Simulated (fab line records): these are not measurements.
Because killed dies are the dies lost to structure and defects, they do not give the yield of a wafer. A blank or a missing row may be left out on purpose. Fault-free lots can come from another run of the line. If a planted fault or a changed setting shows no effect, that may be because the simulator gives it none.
Code-filled problem report in 8D (eight disciplines) form	flow sky130	the parts of the form that need people (team, actions taken, sign-off) are left out

## 1. THE ISSUE
oes-product-au at SKY_FIELD_ISO_ETCH_17 reads a mean of 0.829 a.u. on 6 wafers of 2 lots; wafers without a fault read 1.006 a.u. with a standard deviation of 0.0071. That is -25 standard deviations from the usual mean.
The step: etches Si in HBr/Cl2/O2, target depth 342 nm, time 97.7 s.
Earliest sighting: wafer L987.1 on rie-si-02 at day 5 22:00. At this step, 18 wafers from 6 lots have a number in the record. Rule for "out", or "out of limits": more than 4 standard deviations from the usual mean. Any other wafer with a number is counted as sound.

## 2. WHAT IT IS, WHAT IT ISN'T
question	is	is not
which readings at this step	oes-product-au, throttle-valve-pct	HBr_flow_sccm, drypump-motor-current-A
which lots	L987, L989	L972, L975, L988, L992
which wafers of those lots	all that have a number	-
read on which tools	rie-si-02	rie-si-01
when	from day 5 22:00	up to then (6 sound wafers); but 6 sound wafers of L988, L992 came after

## 3. THE SUSPECTS, EACH WITH WHAT RULES IT OUT
Counting: a tool stays on the suspect list if, at a process step up to the reading, it processed all lots that are out and no sound lot following the first of them.
- plasma-asher-04 at SKY_FIELD_ISO_STRIP_16 (strips in O2/N2): ruled out as a lasting fault. Following L987 (day 5 21:54), the first lot on it that is out, the sound lots L992 were run on it.
- rie-si-02 at SKY_FIELD_ISO_ETCH_17 (etches Si in HBr/Cl2/O2, target depth 342 nm, time 97.7 s): kept. It ran every lot that is out, first L987 (day 5 22:00), and no sound lot after that; its last sound lot up to then is L975 (day 3 06:13). On those wafers its own readings are out: oes-product-au, throttle-valve-pct.
After counting, what remains is rie-si-02 at SKY_FIELD_ISO_ETCH_17.

## 4. THE CAUSE (what the simulator had put in)
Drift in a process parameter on rie-si-02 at SKY_FIELD_ISO_ETCH_17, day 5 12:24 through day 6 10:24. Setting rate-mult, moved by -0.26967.
The count eliminated every tool but this one.

## 5. THE CHAIN OF EFFECTS, in route order
Rows list readings where the struck wafers' mean (over those with a number) sits beyond 3 standard deviations from the usual. Readings are gone through only where the record gives a usual standard deviation; hours: the median, over the lots, of the time from a lot's start at the first step in this table giving one to that lot's start at this step; sigmas: the change measured in usual standard deviations.
hours	step	reading	usual	on struck wafers	change	sigmas
0	SKY_FIELD_ISO_ETCH_17	oes-product-au	1.006 a.u.	0.829	-0.177	-25
0	SKY_FIELD_ISO_ETCH_17	throttle-valve-pct	25.653 %	25.773	+0.120	+13
Its process steps:
- SKY_FIELD_ISO_ETCH_17: etches Si in HBr/Cl2/O2, target depth 342 nm, time 97.7 s.
Later measuring or inspecting steps at which every struck wafer that the step has a row for has a number for every such reading, and none has moved that far: SKY_FIELD_ISO_THK_MEAS_23, SKY_FIELD_ISO_THK_MEAS_25.

## 6. HOW IT WOULD HAVE BEEN CAUGHT EARLIER
10 hours passed between the start of the fault at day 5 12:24 and the first reading out of limits in this record, taken at day 5 22:00.
